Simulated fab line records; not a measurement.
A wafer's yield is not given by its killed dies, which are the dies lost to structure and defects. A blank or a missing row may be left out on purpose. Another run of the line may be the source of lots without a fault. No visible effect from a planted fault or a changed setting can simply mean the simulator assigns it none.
A lot that was struck, set against a sound lot | flow sky130 | 15 steps out of a route of 708
Sound: these wafers, L655.1, L655.4, L655.5. Struck: wafers L669.3, L669.4, L669.6. At the end, the cause is stated.
Each step with rows lists, per side, the tool, then ch with its chambers, then its first start. Under that, the readings that differ: sound wafers | struck wafers | difference of the means | sigmas: that difference in standard deviations of wafers without a fault.
alike: readings with means less than 2 such deviations apart, plus words and numbers identical on both sides. not compared: withheld readings, readings lacking a value on some wafer, bounds such as >300 that could conceal the same value, and numbers that have no deviation in the record and whose values overlap.
A row with sigmas, a row that says differs or no value, or rows on one side alone: a step with any of these is where the two part. Numbers that have no deviation but don't overlap get no sigmas and don't part them. A reading that every wafer of one side lacks parts them only if that side has two wafers or more.

first, 8 steps without rows for these wafers: SKY_LOCAL_INTERCONNECT_DEHYDRATE_03 (time 60 s); SKY_LOCAL_INTERCONNECT_HMDS_04 (prime time 60 s); SKY_LOCAL_INTERCONNECT_COAT_05 (resist thk 59.36 nm); SKY_LOCAL_INTERCONNECT_COAT_06 (resist thk 450 nm); SKY_LOCAL_INTERCONNECT_SOFTBAKE_07 (time 90 s); SKY_LOCAL_INTERCONNECT_EXPOSE_08 (exposes mask LI1M, target cd 170 nm); SKY_LOCAL_INTERCONNECT_PEB_09; SKY_LOCAL_INTERCONNECT_DEVELOP_10 (develop time 60 s).
SKY_LOCAL_INTERCONNECT_CD_MEAS_11: the cd target is 170 nm.
  struck on cdSem-01, day 35 01:47; sound on cdSem-02, day 30 13:11
  alike: cdNm
SKY_LOCAL_INTERCONNECT_OVL_MEAS_12:
  struck on overlay-01, day 35 01:52; sound on overlay-02, day 30 13:19
  alike: LOCAL_INTERCONNECT_OVL
SKY_LOCAL_INTERCONNECT_ETCH_13: etches BARC in N2/H2, stops on SiO2, time 45.9 s, target depth 60 nm.
  sound on rieMetal-02 ch 0,1, day 30 13:21; struck on rieMetal-02 ch 0,1, day 35 01:55
  alike: drypumpMotorCurrentA, n2FlowSccm, oesProductAu, throttleValvePct
  not compared: rfHoursCounterH
SKY_LOCAL_INTERCONNECT_METAL_ETCH_14: etches TiN in Cl2/BCl3, stops on PSG, target depth 110 nm, time 31.4 s.
  sound on rieMetal-02 ch 0,1, day 30 13:25; struck on rieMetal-02 ch 0,1, day 35 01:58
  alike: drypumpMotorCurrentA, oesProductAu, throttleValvePct
  not compared: rfHoursCounterH
SKY_LOCAL_INTERCONNECT_STRIP_15: strips in O2/N2.
  sound on plasmaAsher-02 ch 0,1, day 30 13:28; struck on plasmaAsher-01 ch 0,1, day 35 02:02
reading         | sound       | struck      | difference | sigmas
overashFraction | 0.5 0.5 0.5 | 0.7 0.7 0.7 | +0.2       | 
  alike: drypumpMotorCurrentA, n2FlowSccm, oesProductAu, stripTimeToEndpointS
  not compared: rfHoursCounterH
then, 1 step without rows for these wafers: SKY_LOCAL_INTERCONNECT_STRIP_16 (strips in post etch residue remover, time 1200 s).
-- here the record skips 14 days between the struck wafers' starts before and after, leaving off in module LOCAL_INTERCONNECT and picking up in module PAD_OPEN (first step shown: number 708 of the route) --
SKY_PAD_OPEN_PROBE_99:
  struck on prober-01, day 49 05:55; sound on prober-01, day 45 22:28
reading     | sound    | struck   | difference | sigmas
killedShort | 45 52 48 | 34 31 42 | -13        | -2
  alike: killed_at_M0_to_M3, killed_at_M4_up, killedAtContacts, killedAtFrontEnd, killedAtOther, killedDies, killedOpen

== WHERE THEY PART ==
Within this record, at SKY_PAD_OPEN_PROBE_99 only.

WHY: whatever the simulator had introduced
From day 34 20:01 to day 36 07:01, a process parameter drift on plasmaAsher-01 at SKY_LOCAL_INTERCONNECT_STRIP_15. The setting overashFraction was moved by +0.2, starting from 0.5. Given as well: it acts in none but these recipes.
